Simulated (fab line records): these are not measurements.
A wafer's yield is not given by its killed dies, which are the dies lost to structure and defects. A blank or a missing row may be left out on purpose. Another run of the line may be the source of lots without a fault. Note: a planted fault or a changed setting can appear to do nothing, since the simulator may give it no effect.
fab line records :: flow gf180mcu :: part 2 of 2: steps 34 to 47 of 47
record
  lots=5
  wafers=15
  lastDay=34
route steps=602 shown VT_IMPLANT@111 MVSD@136 NWELL@137 LVPWELL@138 MVPSD@139 DUAL_GATE@141 POLY_GATE@157
lots untouched by any fault: they come from a run of this same line in which no faults occurred
startH: start of the lot's first displayed wafer, in hours after the record's first day :: waitH: time in hours since the lot's previous step :: " repeats the value in the row above :: L1.1+2: a row that stands for several wafers :: - no value, or no start was given :: * or withheld: withheld :: < > ~ a bound
route shown NAME@n: NAME is a module with steps in the file, n the number in the route of the first one :: usual: mean/standard deviation taken from wafers without a fault :: same: alike in all rows :: chamber/n: place in a boat :: sites: the reading at each site :: _std_site: their standard deviation :: _edge_site: mean of outer sites minus mean of inner sites :: radiusMm: for every site, how far away it sits from the centre of the wafer :: mask NAME#n: copy n :: behind: tool/chamber where the wafer was last shaped :: hold: why the lot was held/for how many hours/how that ended :: device: transistor that didn't switch, given as n, p or np :: end of line: the same wafers' tests at the end of the route :: for a step that has no rows: nothing shown but its recipe :: killed: the dies lost at the first sort to structure and to defects; this is not the yield of the wafer :: map: shows each die of a wafer: x if killed, . if not, _ if none is there
set.NAME: the setting the step ran with; set.NAME@STEP: the setting that earlier step ran with :: model.NAME: the simulator's own value behind a step, which no gauge read
lots seen at some steps along the route; tables by step, rows by wafer
services: a tool's chamber out of use, with start hour (startH, from the record's first day; less than 0 if before it), hours out, and reason
## steps
# step GF_DUAL_GATE_THK_MEAS_03
# recipe
  reads=SiO2_of_DUAL_GATE_OXIDATION_02
# usual
  DUAL_GATE_OXIDATION_00_THK=10.39/0.17
lot.wafer: L076.1
tool: filmMetro-02
chamber: -
startH: 181.61
waitH: 0.0
DUAL_GATE_OXIDATION_00_THK[nm]: 10.45

lot.wafer: L076.3
tool: filmMetro-02
chamber: -
startH: 181.61
waitH: 0.0
DUAL_GATE_OXIDATION_00_THK[nm]: 10.25

lot.wafer: L076.4
tool: filmMetro-02
chamber: -
startH: 181.61
waitH: 0.0
DUAL_GATE_OXIDATION_00_THK[nm]: 10.37

lot.wafer: L077.2
tool: filmMetro-01
chamber: -
startH: 189.32
waitH: 0.0
DUAL_GATE_OXIDATION_00_THK[nm]: 10.37

lot.wafer: L077.3
tool: filmMetro-01
chamber: -
startH: 189.32
waitH: 0.0
DUAL_GATE_OXIDATION_00_THK[nm]: 10.16

lot.wafer: L077.6
tool: filmMetro-01
chamber: -
startH: 189.32
waitH: 0.0
DUAL_GATE_OXIDATION_00_THK[nm]: 10.50

lot.wafer: L084.2
tool: filmMetro-03
chamber: -
startH: 233.75
waitH: 0.0
DUAL_GATE_OXIDATION_00_THK[nm]: 10.37

lot.wafer: L084.5
tool: filmMetro-03
chamber: -
startH: 233.75
waitH: 0.0
DUAL_GATE_OXIDATION_00_THK[nm]: 10.27

lot.wafer: L084.6
tool: filmMetro-03
chamber: -
startH: 233.75
waitH: 0.0
DUAL_GATE_OXIDATION_00_THK[nm]: 10.37

lot.wafer: L090.1
tool: filmMetro-02
chamber: -
startH: 271.23
waitH: 0.0
DUAL_GATE_OXIDATION_00_THK[nm]: 10.62

lot.wafer: L090.2
tool: filmMetro-02
chamber: -
startH: 271.23
waitH: 0.0
DUAL_GATE_OXIDATION_00_THK[nm]: 10.69

lot.wafer: L090.6
tool: filmMetro-02
chamber: -
startH: 271.23
waitH: 0.0
DUAL_GATE_OXIDATION_00_THK[nm]: 10.62

lot.wafer: L094.2
tool: filmMetro-01
chamber: -
startH: 298.73
waitH: 0.0
DUAL_GATE_OXIDATION_00_THK[nm]: 10.60

lot.wafer: L094.3
tool: filmMetro-01
chamber: -
startH: 298.73
waitH: 0.0
DUAL_GATE_OXIDATION_00_THK[nm]: 10.53

lot.wafer: L094.6
tool: filmMetro-01
chamber: -
startH: 298.73
waitH: 0.0
DUAL_GATE_OXIDATION_00_THK[nm]: 10.59
# step GF_DUAL_GATE_DEHYDRATE_04
# recipe
  tempC=200
  timeS=60
lot.wafer: L076.1+3+4
tool: lithoTrack-02
chamber: 0
startH: 189.27
waitH: 7.7

lot.wafer: L077.2+3+6
tool: lithoTrack-04
chamber: 0
startH: 197.01
waitH: 7.7

lot.wafer: L084.2+5+6
tool: lithoTrack-04
chamber: 0
startH: 242.56
waitH: 8.8

lot.wafer: L090.1+2+6
tool: lithoTrack-03
chamber: 0
startH: 280.49
waitH: 9.3

lot.wafer: L094.2+3+6
tool: lithoTrack-03
chamber: 0
startH: 308.02
waitH: 9.3
# step GF_DUAL_GATE_HMDS_05
# recipe
  primeTimeS=60
  primeTempC=120
lot.wafer: L076.1+3+4
tool: lithoTrack-02
chamber: 0
startH: 189.42
waitH: 0.1

lot.wafer: L077.2+3+6
tool: lithoTrack-04
chamber: 0
startH: 197.16
waitH: 0.1

lot.wafer: L084.2+5+6
tool: lithoTrack-04
chamber: 0
startH: 242.71
waitH: 0.1

lot.wafer: L090.1+2+6
tool: lithoTrack-03
chamber: 0
startH: 280.64
waitH: 0.1

lot.wafer: L094.2+3+6
tool: lithoTrack-03
chamber: 0
startH: 308.17
waitH: 0.1
# step GF_DUAL_GATE_COAT_06
# recipe
  resist=NOVOLAK
  spinRpm=3000
  resistThkNm=1000
lot.wafer: L076.1+3+4
tool: lithoTrack-02
chamber: 0
startH: 189.57
waitH: 0.1

lot.wafer: L077.2+3+6
tool: lithoTrack-04
chamber: 0
startH: 197.31
waitH: 0.1

lot.wafer: L084.2+5+6
tool: lithoTrack-04
chamber: 0
startH: 242.86
waitH: 0.1

lot.wafer: L090.1+2+6
tool: lithoTrack-03
chamber: 0
startH: 280.79
waitH: 0.1

lot.wafer: L094.2+3+6
tool: lithoTrack-03
chamber: 0
startH: 308.32
waitH: 0.1
# step GF_DUAL_GATE_SOFTBAKE_07
# recipe
  tempC=90
  timeS=60
  resist=NOVOLAK
lot.wafer: L076.1+3+4
tool: lithoTrack-02
chamber: 0
startH: 189.72
waitH: 0.1

lot.wafer: L077.2+3+6
tool: lithoTrack-04
chamber: 0
startH: 197.46
waitH: 0.1

lot.wafer: L084.2+5+6
tool: lithoTrack-04
chamber: 0
startH: 243.01
waitH: 0.1

lot.wafer: L090.1+2+6
tool: lithoTrack-03
chamber: 0
startH: 280.94
waitH: 0.1

lot.wafer: L094.2+3+6
tool: lithoTrack-03
chamber: 0
startH: 308.47
waitH: 0.1
# step GF_DUAL_GATE_EXPOSE_08
# recipe
  maskId=Dualgate
  targetCdNm=700
  na=0.6
  sourceShape=conventional
  sigmaOuter=0.6
  doseMj=140
lot.wafer: L076.1+3+4
tool: ilineStepper-02
chamber: 0
startH: -
waitH: -
mask: Dualgate#0

lot.wafer: L077.2+3+6
tool: ilineStepper-01
chamber: 0
startH: -
waitH: -
mask: Dualgate#0

lot.wafer: L084.2+5+6
tool: ilineStepper-02
chamber: 0
startH: -
waitH: -
mask: Dualgate#0

lot.wafer: L090.1+2+6
tool: ilineStepper-01
chamber: 0
startH: -
waitH: -
mask: Dualgate#0

lot.wafer: L094.2+3+6
tool: ilineStepper-01
chamber: 0
startH: -
waitH: -
mask: Dualgate#0
# step GF_DUAL_GATE_PEB_09
# recipe
  tempC=withheld
  timeS=*
  resist=NOVOLAK
lot.wafer: L076.1+3+4
tool: lithoTrack-02
chamber: 0
startH: -
waitH: -

lot.wafer: L077.2+3+6
tool: lithoTrack-03
chamber: 0
startH: -
waitH: -

lot.wafer: L084.2+5+6
tool: lithoTrack-02
chamber: 0
startH: -
waitH: -

lot.wafer: L090.1+2+6
tool: lithoTrack-04
chamber: 0
startH: -
waitH: -

lot.wafer: L094.2+3+6
tool: lithoTrack-03
chamber: 0
startH: -
waitH: -
# step GF_DUAL_GATE_DEVELOP_10
# recipe
  developTimeS=60
  devTempC=23
lot.wafer: L076.1+3+4
tool: lithoTrack-02
chamber: 0
startH: 198.07
waitH: 0.1

lot.wafer: L077.2+3+6
tool: lithoTrack-03
chamber: 0
startH: 206.67
waitH: 0.1

lot.wafer: L084.2+5+6
tool: lithoTrack-02
chamber: 0
startH: 252.50
waitH: 0.1

lot.wafer: L090.1+2+6
tool: lithoTrack-04
chamber: 0
startH: 290.53
waitH: 0.1

lot.wafer: L094.2+3+6
tool: lithoTrack-03
chamber: 0
startH: 317.72
waitH: 0.1
# step GF_DUAL_GATE_OVL_MEAS_11
# usual
  DUAL_GATE_OVL=-0.4/1.2
lot.wafer: L076.1
tool: overlay-02
chamber: -
startH: 198.22
waitH: 0.1
DUAL_GATE_OVL[nm]: -2.8

lot.wafer: L076.3
tool: overlay-02
chamber: -
startH: 198.22
waitH: 0.1
DUAL_GATE_OVL[nm]: -1.4

lot.wafer: L076.4
tool: overlay-02
chamber: -
startH: 198.22
waitH: 0.1
DUAL_GATE_OVL[nm]: -2.2

lot.wafer: L077.2
tool: overlay-02
chamber: -
startH: 206.80
waitH: 0.1
DUAL_GATE_OVL[nm]: -1.5

lot.wafer: L077.3
tool: overlay-02
chamber: -
startH: 206.80
waitH: 0.1
DUAL_GATE_OVL[nm]: 0.7

lot.wafer: L077.6
tool: overlay-02
chamber: -
startH: 206.80
waitH: 0.1
DUAL_GATE_OVL[nm]: -0.2

lot.wafer: L084.2
tool: overlay-01
chamber: -
startH: 252.63
waitH: 0.1
DUAL_GATE_OVL[nm]: -0.3

lot.wafer: L084.5
tool: overlay-01
chamber: -
startH: 252.63
waitH: 0.1
DUAL_GATE_OVL[nm]: 0.8

lot.wafer: L084.6
tool: overlay-01
chamber: -
startH: 252.63
waitH: 0.1
DUAL_GATE_OVL[nm]: 1.9

lot.wafer: L090.1
tool: overlay-02
chamber: -
startH: 290.68
waitH: 0.1
DUAL_GATE_OVL[nm]: 0.4

lot.wafer: L090.2
tool: overlay-02
chamber: -
startH: 290.68
waitH: 0.1
DUAL_GATE_OVL[nm]: -1.1

lot.wafer: L090.6
tool: overlay-02
chamber: -
startH: 290.68
waitH: 0.1
DUAL_GATE_OVL[nm]: -1.2

lot.wafer: L094.2
tool: overlay-02
chamber: -
startH: 317.85
waitH: 0.1
DUAL_GATE_OVL[nm]: -0.2

lot.wafer: L094.3
tool: overlay-02
chamber: -
startH: 317.85
waitH: 0.1
DUAL_GATE_OVL[nm]: -0.6

lot.wafer: L094.6
tool: overlay-02
chamber: -
startH: 317.85
waitH: 0.1
DUAL_GATE_OVL[nm]: 0.4
# step GF_DUAL_GATE_WET_ETCH_12
# recipe
  chemistry=dHF
  targetDepthNm=13
  dry=n2Spin
  target=SiO2
  tempC=25
  dilution=100:1
  timeS=260
lot.wafer: L076.1+3+4
tool: wetBench-02
chamber: 3
startH: 198.26
waitH: 0.0

lot.wafer: L077.2+3+6
tool: wetBench-03
chamber: 0
startH: 206.83
waitH: 0.0

lot.wafer: L084.2+5+6
tool: wetBench-04
chamber: 0
startH: 252.66
waitH: 0.0

lot.wafer: L090.1+2+6
tool: wetBench-03
chamber: 2
startH: 290.72
waitH: 0.0

lot.wafer: L094.2+3+6
tool: wetBench-04
chamber: 0
startH: 317.88
waitH: 0.0
# step GF_DUAL_GATE_STRIP_13
# recipe
  chemistry=O2/N2
  powerW=1400
  pressureMtorr=1500
  platenTempC=250
  o2FlowSccm=3000
  n2FlowSccm=300
  overashFraction=0.5
# usual
  drypumpMotorCurrentA=5.8/0.45
  heaterPowerW=317/29
  oesProductAu=0.715/0.0042
  stripTimeToEndpointS=12.65/0.04
lot.wafer: L076.1
tool: plasmaAsher-02
chamber: 0
startH: 198.34
waitH: 0.0
drypumpMotorCurrentA: 6.6
heaterPowerW: 314
oesProductAu: 0.724
rfHoursCounterH: 54
stripTimeToEndpointS: 12.61

lot.wafer: L076.3
tool: plasmaAsher-02
chamber: 0
startH: 198.34
waitH: 0.0
drypumpMotorCurrentA: 6.5
heaterPowerW: 317
oesProductAu: 0.717
rfHoursCounterH: -
stripTimeToEndpointS: 12.52

lot.wafer: L076.4
tool: plasmaAsher-02
chamber: 1
startH: 198.34
waitH: 0.0
drypumpMotorCurrentA: 5.7
heaterPowerW: 348
oesProductAu: 0.715
rfHoursCounterH: -
stripTimeToEndpointS: 12.58

lot.wafer: L077.2
tool: plasmaAsher-03
chamber: 1
startH: 207.00
waitH: 0.1
drypumpMotorCurrentA: 5.2
heaterPowerW: 335
oesProductAu: 0.720
rfHoursCounterH: 9
stripTimeToEndpointS: 12.64

lot.wafer: L077.3
tool: plasmaAsher-03
chamber: 0
startH: 207.00
waitH: 0.1
drypumpMotorCurrentA: 6.2
heaterPowerW: 347
oesProductAu: 0.719
rfHoursCounterH: -
stripTimeToEndpointS: 12.67

lot.wafer: L077.6
tool: plasmaAsher-03
chamber: 0
startH: 207.00
waitH: 0.1
drypumpMotorCurrentA: 6.2
heaterPowerW: 349
oesProductAu: 0.717
rfHoursCounterH: -
stripTimeToEndpointS: 12.64

lot.wafer: L084.2
tool: plasmaAsher-02
chamber: 0
startH: 252.75
waitH: 0.0
drypumpMotorCurrentA: 6.5
heaterPowerW: 311
oesProductAu: 0.721
rfHoursCounterH: 60
stripTimeToEndpointS: 12.67

lot.wafer: L084.5
tool: plasmaAsher-02
chamber: 0
startH: 252.75
waitH: 0.0
drypumpMotorCurrentA: 6.5
heaterPowerW: 308
oesProductAu: 0.711
rfHoursCounterH: -
stripTimeToEndpointS: 12.69

lot.wafer: L084.6
tool: plasmaAsher-02
chamber: 1
startH: 252.75
waitH: 0.0
drypumpMotorCurrentA: 5.7
heaterPowerW: 343
oesProductAu: 0.718
rfHoursCounterH: -
stripTimeToEndpointS: 12.67

lot.wafer: L090.1
tool: plasmaAsher-02
chamber: 1
startH: 290.80
waitH: 0.0
drypumpMotorCurrentA: 5.7
heaterPowerW: 347
oesProductAu: 0.715
rfHoursCounterH: 64
stripTimeToEndpointS: 12.64

lot.wafer: L090.2
tool: plasmaAsher-02
chamber: 0
startH: 290.80
waitH: 0.0
drypumpMotorCurrentA: 6.5
heaterPowerW: 311
oesProductAu: 0.716
rfHoursCounterH: 64
stripTimeToEndpointS: 12.64

lot.wafer: L090.6
tool: plasmaAsher-02
chamber: 1
startH: 290.80
waitH: 0.0
drypumpMotorCurrentA: 5.7
heaterPowerW: 355
oesProductAu: 0.711
rfHoursCounterH: -
stripTimeToEndpointS: 12.59

lot.wafer: L094.2
tool: plasmaAsher-01
chamber: 0
startH: 317.96
waitH: 0.0
drypumpMotorCurrentA: 5.9
heaterPowerW: 273
oesProductAu: 0.712
rfHoursCounterH: 53
stripTimeToEndpointS: 12.66

lot.wafer: L094.3
tool: plasmaAsher-01
chamber: 1
startH: 317.96
waitH: 0.0
drypumpMotorCurrentA: 5.4
heaterPowerW: 311
oesProductAu: 0.713
rfHoursCounterH: -
stripTimeToEndpointS: 12.63

lot.wafer: L094.6
tool: plasmaAsher-01
chamber: 0
startH: 317.96
waitH: 0.0
drypumpMotorCurrentA: 5.8
heaterPowerW: 273
oesProductAu: 0.715
rfHoursCounterH: -
stripTimeToEndpointS: 12.65
# step GF_DUAL_GATE_CLEAN_14
# recipe
  chemistry=SC1/SC2
  mix=1:4:20
  tempC=70
  timeS=150
  dry=n2Spin
lot.wafer: L076.1+3+4
tool: wetBench-04
chamber: 3
startH: 198.44
waitH: 0.1

lot.wafer: L077.2+3+6
tool: wetBench-02
chamber: 2
startH: 207.10
waitH: 0.1

lot.wafer: L084.2+5+6
tool: wetBench-02
chamber: 1
startH: 252.85
waitH: 0.1

lot.wafer: L090.1+2+6
tool: wetBench-02
chamber: 1
startH: 290.90
waitH: 0.1

lot.wafer: L094.2+3+6
tool: wetBench-03
chamber: 3
startH: 318.06
waitH: 0.1
# step GF_DUAL_GATE_OXIDATION_15
# recipe
  tempC=850
  ambient=O2
  stabiliseS=600
  purgeS=300
  targetThkA=70.98
  oxTimeS=1995
# usual
  oxTempCMax=854.4/1.1
# same
  purgeS=300
lot.wafer: L076.1
tool: furnace-01
chamber: 0
startH: 198.49
waitH: 0.0
oxTempCMax: 856.6

lot.wafer: L076.3
tool: furnace-01
chamber: 0
startH: 198.49
waitH: 0.0
oxTempCMax: 855.2

lot.wafer: L076.4
tool: furnace-01
chamber: 0
startH: 198.49
waitH: 0.0
oxTempCMax: 855.4

lot.wafer: L077.2
tool: furnace-01
chamber: 0
startH: 208.62
waitH: 1.5
oxTempCMax: 855.4

lot.wafer: L077.3
tool: furnace-01
chamber: 0
startH: 208.62
waitH: 1.5
oxTempCMax: 854.6

lot.wafer: L077.6
tool: furnace-01
chamber: 0
startH: 208.62
waitH: 1.5
oxTempCMax: 855.3

lot.wafer: L084.2
tool: furnace-02
chamber: 0
startH: 257.37
waitH: 4.5
oxTempCMax: 853.8

lot.wafer: L084.5
tool: furnace-02
chamber: 0
startH: 257.37
waitH: 4.5
oxTempCMax: 852.6

lot.wafer: L084.6
tool: furnace-02
chamber: 0
startH: 257.37
waitH: 4.5
oxTempCMax: 852.8

lot.wafer: L090.1
tool: furnace-01
chamber: 0
startH: 291.81
waitH: 0.9
oxTempCMax: 852.8

lot.wafer: L090.2
tool: furnace-01
chamber: 0
startH: 291.81
waitH: 0.9
oxTempCMax: 854.5

lot.wafer: L090.6
tool: furnace-01
chamber: 0
startH: 291.81
waitH: 0.9
oxTempCMax: 855.4

lot.wafer: L094.2
tool: furnace-01
chamber: 0
startH: 318.11
waitH: 0.0
oxTempCMax: 856.5

lot.wafer: L094.3
tool: furnace-01
chamber: 0
startH: 318.11
waitH: 0.0
oxTempCMax: 854.7

lot.wafer: L094.6
tool: furnace-01
chamber: 0
startH: 318.11
waitH: 0.0
oxTempCMax: 856.0
# step GF_POLY_GATE_CVD_00
# recipe
  material=poly-Si
  targetThkNm=200
  tempC=620
  timeS=1200
  pressureMtorr=200
lot.wafer: L076.1+3+4
tool: lpcvd-01
chamber: 0
startH: 200.05
waitH: 0.0

lot.wafer: L077.2+3+6
tool: lpcvd-02
chamber: 0
startH: 210.18
waitH: 0.0

lot.wafer: L084.2+5+6
tool: lpcvd-01
chamber: 0
startH: 259.57
waitH: 0.6

lot.wafer: L090.1+2+6
tool: lpcvd-02
chamber: 0
startH: 293.36
waitH: 0.0

lot.wafer: L094.2+3+6
tool: lpcvd-01
chamber: 1
startH: 319.67
waitH: 0.0
## services
tool: ilineStepper-01
chamber: -
startH: 133.09
hours: 2.1
kind: pm

tool: plasmaAsher-03
chamber: -
startH: 172.32
hours: 1.6
kind: repair

tool: wetBench-02
chamber: -
startH: 178.80
hours: 5.0
kind: repair

tool: furnace-01
chamber: -
startH: 186.16
hours: 3.0
kind: pm

tool: plasmaAsher-03
chamber: -
startH: 190.13
hours: 2.8
kind: pm

tool: ilineStepper-02
chamber: -
startH: 195.57
hours: 5.8
kind: repair

tool: plasmaAsher-01
chamber: -
startH: 204.14
hours: 14.6
kind: pm

tool: wetBench-04
chamber: -
startH: 205.80
hours: 4.1
kind: repair

tool: wetBench-03
chamber: -
startH: 213.43
hours: 3.9
kind: repair

tool: lpcvd-01
chamber: -
startH: 221.47
hours: 0.9
kind: repair

tool: implanter-02
chamber: -
startH: 226.09
hours: 4.4
kind: pm

tool: implanter-01
chamber: -
startH: 234.73
hours: 0.8
kind: repair

tool: furnace-01
chamber: -
startH: 239.21
hours: 13.3
kind: pm

tool: rtpAnneal-02
chamber: -
startH: 239.86
hours: 5.8
kind: pm

tool: implanter-02
chamber: -
startH: 240.01
hours: 12.7
kind: pm

tool: implanter-03
chamber: -
startH: 253.14
hours: 1.8
kind: repair

tool: ilineStepper-01
chamber: -
startH: 265.85
hours: 3.5
kind: repair

tool: plasmaAsher-02
chamber: -
startH: 265.92
hours: 1.6
kind: repair

tool: implanter-03
chamber: -
startH: 266.14
hours: 2.5
kind: repair

tool: implanter-02
chamber: -
startH: 278.43
hours: 106.0
kind: repair

tool: furnace-02
chamber: -
startH: 291.25
hours: 14.0
kind: pm

tool: ilineStepper-02
chamber: -
startH: 296.65
hours: 1.7
kind: pm

tool: ilineStepper-01
chamber: -
startH: 317.70
hours: 1.7
kind: pm

tool: furnace-02
chamber: -
startH: 317.92
hours: 3.3
kind: pm
